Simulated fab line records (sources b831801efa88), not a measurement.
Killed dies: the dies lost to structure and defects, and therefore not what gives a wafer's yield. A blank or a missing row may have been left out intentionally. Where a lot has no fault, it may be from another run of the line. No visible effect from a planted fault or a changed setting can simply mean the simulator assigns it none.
fab line records / flow sky130 / part 2 of 2: steps 43 to 43 of 43
record lots=6 wafers=18 last_day=50
route steps=708 shown VIA2@525 METAL3@532 CAPM@537 PAD_OPEN@708
lots untouched by any fault: they come from a run of this same line in which no faults occurred
start_h: hours from the record's first day to the start of the lot's first wafer shown / wait_h: hours from the lot's prior step to this one / " identical to the entry in the row above / L1.1+2: several wafers, shown together as one row / - no value present, or no start provided / * or withheld: withheld / < > ~ a bound
route shown NAME@n: NAME is a module with steps in the file, n the number in the route of the first one / usual: the fault-free wafers' mean and standard deviation / same: alike in all rows / chamber/n: place in a boat / sites: the reading at each site / _std_site: their standard deviation / _edge_site: mean of outer sites minus mean of inner sites / radius_mm: how far each site lies from the wafer's centre / mask NAME#n: copy n / behind: tool/chamber where the wafer was last shaped / hold: reason for holding the lot/hours on hold/outcome of the hold / device: the n, p or np transistor that did not switch / end of line: at the end of the route, the tests of the same wafers / for a step that has no rows: nothing shown but its recipe / killed: count of dies lost to structure and defects at first sort (not the wafer's yield) / map: per-die view of a wafer (x killed, . not killed, _ where there is no die)
set.NAME: setting as actually run; set.NAME@STEP: the setting as run at that earlier step / model.NAME: the simulator's own value behind a step, which no gauge read
lots seen at some steps along the route; tables by step, rows by wafer
services: the hour from which a tool's chamber was out of use, counted from the record's first day as start_h (under 0 if before that day), plus the number of hours and why
## steps
# step SKY_PAD_OPEN_PROBE_99
# usual defect_limited_yield=82.2/1.8 killed_at_M0_to_M3=44/6 killed_at_M4_up=3.3/2.1 killed_at_contacts=25/5.5 killed_at_front_end=15/4.3 killed_at_other=0.2/0.41 killed_dies=88/9.1 killed_open=48/6.6 killed_short=39/6.7 sort_bin_3_pad_short=0.9/0.4 sort_bin_5_function=10.4/1.5 sort_bin_6_memory=6.5/1.1 sort_n_pass=404/9.1 sort_yield_pct=82.2/1.8
# same gross_dies=492 killed_at_back_side=0 sort_bin_4_leakage[%]=0 sort_bin_8_speed[%]=0
lot.wafer=L696.2 tool=prober-02 chamber=- start_h=1135.52 wait_h=0.1 defect_limited_yield[%]=80.1 killed_at_M0_to_M3=46 killed_at_M4_up=5 killed_at_contacts=30 killed_at_front_end=17 killed_at_other=0 killed_dies=98 killed_open=50 killed_short=48 sort_bin_3_pad_short[%]=0.6 sort_bin_5_function[%]=13.8 sort_bin_6_memory[%]=5.5 sort_n_pass=394 sort_yield_pct[%]=80.1 model.etest.cap_mim.bv_v=14.17 model.etest.cap_mim.leak_log10_a_cm2=-8.978 model.etest.cap_mim.c_ff_um2=2.36
lot.wafer=L696.3 tool=prober-02 chamber=- start_h=1135.57 wait_h=0.2 defect_limited_yield[%]=81.3 killed_at_M0_to_M3=39 killed_at_M4_up=2 killed_at_contacts=36 killed_at_front_end=14 killed_at_other=1 killed_dies=92 killed_open=45 killed_short=46 sort_bin_3_pad_short[%]=0.8 sort_bin_5_function[%]=10.6 sort_bin_6_memory[%]=7.3 sort_n_pass=400 sort_yield_pct[%]=81.3 model.etest.cap_mim.bv_v=13.23 model.etest.cap_mim.leak_log10_a_cm2=-9.031 model.etest.cap_mim.c_ff_um2=2.387
lot.wafer=L696.4 tool=prober-02 chamber=- start_h=1135.62 wait_h=0.2 defect_limited_yield[%]=83.9 killed_at_M0_to_M3=31 killed_at_M4_up=2 killed_at_contacts=32 killed_at_front_end=13 killed_at_other=1 killed_dies=79 killed_open=44 killed_short=35 sort_bin_3_pad_short[%]=0.8 sort_bin_5_function[%]=8.3 sort_bin_6_memory[%]=6.9 sort_n_pass=413 sort_yield_pct[%]=83.9 model.etest.cap_mim.bv_v=14.01 model.etest.cap_mim.leak_log10_a_cm2=-9.053 model.etest.cap_mim.c_ff_um2=2.305
lot.wafer=L698.4 tool=prober-01 chamber=- start_h=1140.86 wait_h=0.2 defect_limited_yield[%]=79.7 killed_at_M0_to_M3=52 killed_at_M4_up=4 killed_at_contacts=21 killed_at_front_end=23 killed_at_other=0 killed_dies=100 killed_open=52 killed_short=48 sort_bin_3_pad_short[%]=1.0 sort_bin_5_function[%]=9.8 sort_bin_6_memory[%]=9.6 sort_n_pass=392 sort_yield_pct[%]=79.7 model.etest.cap_mim.bv_v=13.7 model.etest.cap_mim.leak_log10_a_cm2=-8.961 model.etest.cap_mim.c_ff_um2=2.335
lot.wafer=L698.5 tool=prober-01 chamber=- start_h=1140.91 wait_h=0.2 defect_limited_yield[%]=81.7 killed_at_M0_to_M3=48 killed_at_M4_up=3 killed_at_contacts=25 killed_at_front_end=14 killed_at_other=0 killed_dies=90 killed_open=52 killed_short=38 sort_bin_3_pad_short[%]=0.6 sort_bin_5_function[%]=10.0 sort_bin_6_memory[%]=7.7 sort_n_pass=402 sort_yield_pct[%]=81.7 model.etest.cap_mim.bv_v=14.2 model.etest.cap_mim.leak_log10_a_cm2=-8.923 model.etest.cap_mim.c_ff_um2=2.314
lot.wafer=L698.6 tool=prober-01 chamber=- start_h=1140.96 wait_h=0.2 defect_limited_yield[%]=82.7 killed_at_M0_to_M3=46 killed_at_M4_up=4 killed_at_contacts=20 killed_at_front_end=15 killed_at_other=0 killed_dies=85 killed_open=50 killed_short=35 sort_bin_3_pad_short[%]=1.4 sort_bin_5_function[%]=8.5 sort_bin_6_memory[%]=7.3 sort_n_pass=407 sort_yield_pct[%]=82.7 model.etest.cap_mim.bv_v=14.27 model.etest.cap_mim.leak_log10_a_cm2=-9.24 model.etest.cap_mim.c_ff_um2=2.303
lot.wafer=L706.1 tool=prober-01 chamber=- start_h=1187.18 wait_h=0.1 defect_limited_yield[%]=83.3 killed_at_M0_to_M3=35 killed_at_M4_up=4 killed_at_contacts=24 killed_at_front_end=19 killed_at_other=0 killed_dies=82 killed_open=46 killed_short=36 sort_bin_3_pad_short[%]=0.8 sort_bin_5_function[%]=10.8 sort_bin_6_memory[%]=5.1 sort_n_pass=410 sort_yield_pct[%]=83.3 model.etest.cap_mim.bv_v=13.3 model.etest.cap_mim.leak_log10_a_cm2=-8.593 model.etest.cap_mim.c_ff_um2=2.51
lot.wafer=L706.2 tool=prober-01 chamber=- start_h=1187.23 wait_h=0.1 defect_limited_yield[%]=83.5 killed_at_M0_to_M3=35 killed_at_M4_up=5 killed_at_contacts=25 killed_at_front_end=16 killed_at_other=0 killed_dies=81 killed_open=49 killed_short=32 sort_bin_3_pad_short[%]=0.6 sort_bin_5_function[%]=10.4 sort_bin_6_memory[%]=5.5 sort_n_pass=411 sort_yield_pct[%]=83.5 model.etest.cap_mim.bv_v=13.03 model.etest.cap_mim.leak_log10_a_cm2=-8.697 model.etest.cap_mim.c_ff_um2=2.487
lot.wafer=L706.6 tool=prober-01 chamber=- start_h=1187.43 wait_h=0.2 defect_limited_yield[%]=81.3 killed_at_M0_to_M3=51 killed_at_M4_up=9 killed_at_contacts=20 killed_at_front_end=12 killed_at_other=0 killed_dies=92 killed_open=49 killed_short=43 sort_bin_3_pad_short[%]=1.0 sort_bin_5_function[%]=13.0 sort_bin_6_memory[%]=4.7 sort_n_pass=400 sort_yield_pct[%]=81.3 model.etest.cap_mim.bv_v=13.23 model.etest.cap_mim.leak_log10_a_cm2=-8.687 model.etest.cap_mim.c_ff_um2=2.491
lot.wafer=L708.2 tool=prober-01 chamber=- start_h=1191.38 wait_h=0.1 defect_limited_yield[%]=78.9 killed_at_M0_to_M3=49 killed_at_M4_up=1 killed_at_contacts=37 killed_at_front_end=17 killed_at_other=0 killed_dies=104 killed_open=60 killed_short=44 sort_bin_3_pad_short[%]=1.0 sort_bin_5_function[%]=14.0 sort_bin_6_memory[%]=6.1 sort_n_pass=388 sort_yield_pct[%]=78.9 model.etest.cap_mim.bv_v=12.94 model.etest.cap_mim.leak_log10_a_cm2=-8.573 model.etest.cap_mim.c_ff_um2=2.488
lot.wafer=L708.3 tool=prober-01 chamber=- start_h=1191.43 wait_h=0.2 defect_limited_yield[%]=80.1 killed_at_M0_to_M3=55 killed_at_M4_up=2 killed_at_contacts=22 killed_at_front_end=19 killed_at_other=0 killed_dies=98 killed_open=56 killed_short=42 sort_bin_3_pad_short[%]=0.8 sort_bin_5_function[%]=11.2 sort_bin_6_memory[%]=7.9 sort_n_pass=394 sort_yield_pct[%]=80.1 model.etest.cap_mim.bv_v=13.19 model.etest.cap_mim.leak_log10_a_cm2=-8.717 model.etest.cap_mim.c_ff_um2=2.486
lot.wafer=L708.6 tool=prober-01 chamber=- start_h=1191.58 wait_h=0.2 defect_limited_yield[%]=82.7 killed_at_M0_to_M3=44 killed_at_M4_up=3 killed_at_contacts=26 killed_at_front_end=12 killed_at_other=0 killed_dies=85 killed_open=52 killed_short=33 sort_bin_3_pad_short[%]=1.0 sort_bin_5_function[%]=10.2 sort_bin_6_memory[%]=6.1 sort_n_pass=407 sort_yield_pct[%]=82.7 model.etest.cap_mim.bv_v=13.76 model.etest.cap_mim.leak_log10_a_cm2=-8.845 model.etest.cap_mim.c_ff_um2=2.481
lot.wafer=L709.1 tool=prober-02 chamber=- start_h=1194.21 wait_h=0.1 defect_limited_yield[%]=81.1 killed_at_M0_to_M3=43 killed_at_M4_up=7 killed_at_contacts=26 killed_at_front_end=17 killed_at_other=0 killed_dies=93 killed_open=51 killed_short=42 sort_bin_3_pad_short[%]=1.4 sort_bin_5_function[%]=11.6 sort_bin_6_memory[%]=5.9 sort_n_pass=399 sort_yield_pct[%]=81.1 model.etest.cap_mim.bv_v=13.92 model.etest.cap_mim.leak_log10_a_cm2=-8.883 model.etest.cap_mim.c_ff_um2=2.349
lot.wafer=L709.3 tool=prober-02 chamber=- start_h=1194.31 wait_h=0.2 defect_limited_yield[%]=84.6 killed_at_M0_to_M3=35 killed_at_M4_up=2 killed_at_contacts=27 killed_at_front_end=12 killed_at_other=0 killed_dies=76 killed_open=48 killed_short=28 sort_bin_3_pad_short[%]=0.4 sort_bin_5_function[%]=7.5 sort_bin_6_memory[%]=7.5 sort_n_pass=416 sort_yield_pct[%]=84.6 model.etest.cap_mim.bv_v=14.12 model.etest.cap_mim.leak_log10_a_cm2=-9.008 model.etest.cap_mim.c_ff_um2=2.297
lot.wafer=L709.6 tool=prober-02 chamber=- start_h=1194.46 wait_h=0.2 defect_limited_yield[%]=82.7 killed_at_M0_to_M3=44 killed_at_M4_up=3 killed_at_contacts=27 killed_at_front_end=11 killed_at_other=0 killed_dies=85 killed_open=42 killed_short=43 sort_bin_3_pad_short[%]=1.2 sort_bin_5_function[%]=12.0 sort_bin_6_memory[%]=4.1 sort_n_pass=407 sort_yield_pct[%]=82.7 model.etest.cap_mim.bv_v=14.35 model.etest.cap_mim.leak_log10_a_cm2=-8.97 model.etest.cap_mim.c_ff_um2=2.341
lot.wafer=L710.1 tool=prober-01 chamber=- start_h=1195.91 wait_h=0.1 defect_limited_yield[%]=79.7 killed_at_M0_to_M3=52 killed_at_M4_up=2 killed_at_contacts=28 killed_at_front_end=18 killed_at_other=0 killed_dies=100 killed_open=67 killed_short=33 sort_bin_3_pad_short[%]=0.8 sort_bin_5_function[%]=12.6 sort_bin_6_memory[%]=6.9 sort_n_pass=392 sort_yield_pct[%]=79.7 model.etest.cap_mim.bv_v=14.26 model.etest.cap_mim.leak_log10_a_cm2=-8.911 model.etest.cap_mim.c_ff_um2=2.341
lot.wafer=L710.2 tool=prober-01 chamber=- start_h=1195.96 wait_h=0.1 defect_limited_yield[%]=80.9 killed_at_M0_to_M3=46 killed_at_M4_up=4 killed_at_contacts=29 killed_at_front_end=15 killed_at_other=0 killed_dies=94 killed_open=53 killed_short=41 sort_bin_3_pad_short[%]=0.4 sort_bin_5_function[%]=10.2 sort_bin_6_memory[%]=8.5 sort_n_pass=398 sort_yield_pct[%]=80.9 model.etest.cap_mim.bv_v=13.22 model.etest.cap_mim.leak_log10_a_cm2=-8.734 model.etest.cap_mim.c_ff_um2=2.381
lot.wafer=L710.5 tool=prober-01 chamber=- start_h=1196.11 wait_h=0.2 defect_limited_yield[%]=80.1 killed_at_M0_to_M3=41 killed_at_M4_up=5 killed_at_contacts=29 killed_at_front_end=23 killed_at_other=0 killed_dies=98 killed_open=46 killed_short=52 sort_bin_3_pad_short[%]=1.0 sort_bin_5_function[%]=11.0 sort_bin_6_memory[%]=7.9 sort_n_pass=394 sort_yield_pct[%]=80.1 model.etest.cap_mim.bv_v=14.14 model.etest.cap_mim.leak_log10_a_cm2=-8.931 model.etest.cap_mim.c_ff_um2=2.319
# killed by level:class
L696.2 CONTACT:geometric_particle:open=14 VIA1:geometric_particle:short=9 LI_CONTACT:geometric_particle:open=7 VIA1:geometric_particle:open=7 VIA3:geometric_particle:open=7 POLY_GATE:geometric_particle:short=5 METAL2:geometric_particle:short=5 CONTACT:geometric_particle:short=5
L696.3 CONTACT:geometric_particle:short=10 VIA1:geometric_particle:open=9 CONTACT:geometric_particle:open=8 VIA2:geometric_particle:open=7 LI_CONTACT:geometric_particle:open=6 LI_CONTACT:geometric_particle:short=5 METAL1:geometric_particle:short=5 LOCAL_INTERCONNECT:geometric_particle:short=5
L696.4 CONTACT:geometric_particle:open=12 LI_CONTACT:geometric_particle:open=7 VIA1:geometric_particle:open=7 LI_CONTACT:geometric_particle:short=5 VIA2:geometric_particle:short=5 LOCAL_INTERCONNECT:geometric_particle:short=4 POLY_GATE:geometric_particle:open=4 FIELD_ISO:geometric_particle:short=3
L698.4 VIA2:geometric_particle:open=12 FIELD_ISO:geometric_particle:short=9 CONTACT:geometric_particle:open=9 VIA2:geometric_particle:short=8 VIA3:geometric_particle:open=8 METAL1:geometric_particle:short=7 VIA1:geometric_particle:open=6 LI_CONTACT:geometric_particle:open=5
L698.5 CONTACT:geometric_particle:open=15 VIA3:geometric_particle:open=10 VIA1:geometric_particle:open=9 VIA2:geometric_particle:open=9 VIA1:geometric_particle:short=6 FIELD_ISO:geometric_particle:short=5 LI_CONTACT:geometric_particle:open=5 POLY_GATE:geometric_particle:short=4
L698.6 VIA1:geometric_particle:open=14 LI_CONTACT:geometric_particle:open=8 CONTACT:geometric_particle:open=8 METAL1:geometric_particle:short=8 VIA3:geometric_particle:open=6 POLY_GATE:geometric_particle:short=5 METAL3:geometric_particle:short=5 FIELD_ISO:geometric_particle:short=4
L706.1 VIA3:geometric_particle:open=10 CONTACT:geometric_particle:open=8 LI_CONTACT:geometric_particle:open=6 VIA1:geometric_particle:open=6 FIELD_ISO:geometric_particle:short=5 FIELD_ISO:geometric_particle:open=4 POLY_GATE:geometric_particle:short=4 LOCAL_INTERCONNECT:geometric_particle:short=4
L706.2 CONTACT:geometric_particle:open=10 VIA1:geometric_particle:open=10 POLY_GATE:geometric_particle:open=6 METAL1:geometric_particle:short=6 LI_CONTACT:geometric_particle:open=6 METAL2:geometric_particle:short=6 VIA2:geometric_particle:open=5 VIA3:geometric_particle:open=4
L706.6 VIA1:geometric_particle:open=12 CONTACT:geometric_particle:open=8 METAL1:geometric_particle:short=8 VIA3:geometric_particle:open=7 LI_CONTACT:geometric_particle:open=6 VIA1:geometric_particle:short=6 METAL4:geometric_particle:short=6 FIELD_ISO:geometric_particle:open=5
L708.2 CONTACT:geometric_particle:open=15 VIA1:geometric_particle:open=14 VIA2:geometric_particle:open=10 CONTACT:geometric_particle:short=9 VIA1:geometric_particle:short=7 POLY_GATE:geometric_particle:open=7 LI_CONTACT:geometric_particle:open=5 LOCAL_INTERCONNECT:geometric_particle:short=5
L708.3 VIA1:geometric_particle:open=14 CONTACT:geometric_particle:open=11 METAL2:geometric_particle:short=8 VIA3:geometric_particle:open=8 POLY_GATE:geometric_particle:short=6 VIA1:geometric_particle:short=6 FIELD_ISO:geometric_particle:short=5 METAL1:geometric_particle:short=5
L708.6 CONTACT:geometric_particle:open=11 VIA3:geometric_particle:open=11 VIA2:geometric_particle:open=10 CONTACT:geometric_particle:short=6 VIA1:geometric_particle:short=5 VIA1:geometric_particle:open=5 LOCAL_INTERCONNECT:geometric_particle:short=4 VIA3:geometric_particle:short=4
L709.1 VIA2:geometric_particle:open=11 CONTACT:geometric_particle:open=11 VIA1:geometric_particle:open=8 POLY_GATE:geometric_particle:short=6 VIA3:geometric_particle:open=6 LOCAL_INTERCONNECT:geometric_particle:short=6 METAL4:geometric_particle:short=5 POLY_GATE:geometric_particle:open=4
L709.3 CONTACT:geometric_particle:open=11 VIA1:geometric_particle:open=9 LI_CONTACT:geometric_particle:open=8 VIA2:geometric_particle:open=8 METAL2:geometric_particle:short=5 LOCAL_INTERCONNECT:geometric_particle:short=4 FIELD_ISO:geometric_particle:short=3 CONTACT:geometric_particle:short=3
L709.6 VIA3:geometric_particle:open=13 CONTACT:geometric_particle:open=10 LOCAL_INTERCONNECT:geometric_particle:short=6 METAL1:geometric_particle:short=6 VIA2:geometric_particle:open=5 CONTACT:geometric_particle:short=5 VIA1:geometric_particle:open=5 POLY_GATE:geometric_particle:short=4
L710.1 VIA1:geometric_particle:open=22 LI_CONTACT:geometric_particle:open=13 CONTACT:geometric_particle:open=9 FIELD_ISO:geometric_particle:open=7 VIA2:geometric_particle:open=6 VIA1:geometric_particle:short=5 VIA3:geometric_particle:open=5 FIELD_ISO:geometric_particle:short=4
L710.2 LI_CONTACT:geometric_particle:open=11 VIA1:geometric_particle:open=10 FIELD_ISO:geometric_particle:open=6 CONTACT:geometric_particle:open=6 VIA1:geometric_particle:short=6 METAL2:geometric_particle:short=5 VIA2:geometric_particle:open=5 FIELD_ISO:geometric_particle:short=4
L710.5 CONTACT:geometric_particle:open=12 VIA1:geometric_particle:open=9 METAL1:geometric_particle:short=8 FIELD_ISO:geometric_particle:open=6 CONTACT:geometric_particle:short=6 VIA1:geometric_particle:short=6 POLY_GATE:geometric_particle:open=5 POLY_GATE:geometric_particle:short=5
## services
tool=pecvd-04 chamber=- start_h=900.93 hours=0.5 kind=repair
tool=pecvd-01 chamber=- start_h=902.08 hours=0.9 kind=repair
tool=cvd_w-01 chamber=- start_h=904.00 hours=14.0 kind=pm
tool=pvd_sputter-01 chamber=- start_h=909.97 hours=1.9 kind=repair
tool=pvd_sputter-03 chamber=- start_h=920.18 hours=1.9 kind=repair
tool=cvd_w-02 chamber=- start_h=925.31 hours=28.1 kind=pm
tool=pvd_sputter-02 chamber=- start_h=926.81 hours=3.3 kind=repair
tool=pecvd-02 chamber=- start_h=935.21 hours=5.5 kind=pm
tool=pvd_sputter-04 chamber=- start_h=942.44 hours=1.1 kind=repair
tool=rie_diel-02 chamber=0 start_h=947.90 hours=12.3 kind=repair
tool=cvd_w-02 chamber=- start_h=954.32 hours=2.7 kind=repair
tool=rie_metal-01 chamber=- start_h=954.43 hours=2.8 kind=pm
tool=cvd_w-02 chamber=- start_h=957.02 hours=0.4 kind=repair
tool=rie_metal-03 chamber=- start_h=971.97 hours=0.5 kind=repair
tool=pvd_sputter-04 chamber=- start_h=976.07 hours=8.4 kind=repair
tool=pecvd-01 chamber=0 start_h=989.68 hours=8.4 kind=repair
tool=rie_diel-04 chamber=- start_h=993.40 hours=0.4 kind=repair
tool=pecvd-01 chamber=- start_h=995.63 hours=0.8 kind=repair
tool=pecvd-01 chamber=- start_h=1018.44 hours=0.7 kind=repair
tool=pvd_sputter-03 chamber=- start_h=1033.43 hours=6.9 kind=repair
tool=rie_diel-02 chamber=1 start_h=1041.46 hours=6.1 kind=repair
tool=pvd_sputter-01 chamber=- start_h=1044.90 hours=6.3 kind=repair
tool=pvd_sputter-02 chamber=- start_h=1048.85 hours=1.9 kind=repair
tool=rie_diel-02 chamber=3 start_h=1049.37 hours=3.6 kind=repair
## key
first_sign step=SKY_CAPM_CVD_00 reading=rf_fwd_power_W direction=down sigmas=29 usual=442.9 struck=371.6
effect step=SKY_CAPM_THK_MEAS_01 reading=visit direction=added
effect step=SKY_METAL3_ETCH_17 reading=oes_product_au direction=down sigmas=3.4 usual=0.754 struck=0.733
model_effect step=SKY_CAPM_CVD_00 value=SiO2_of_CAPM_CVD_00.thk_nm without=15.39 struck=14.6
model_effect step=SKY_METAL3_ETCH_17 value=etch.depth_nm without=15.39 struck=14.6
model_effect step=SKY_PAD_OPEN_PROBE_99 value=etest.cap_mim.bv_v without=13.96 struck=13.24
met_at SKY_CAPM_CVD_00
struck_wafers L706.1,L706.2,L706.6,L708.2,L708.3,L708.6
onset_between 935.60 993.91
fault kind=process_parameter_drift tool=pecvd-01 chamber=- onset_h=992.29 steps=SKY_CAPM_CVD_00 channel=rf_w offset=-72 shape=step end_h=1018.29 acts_in=these_recipes_only stated=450
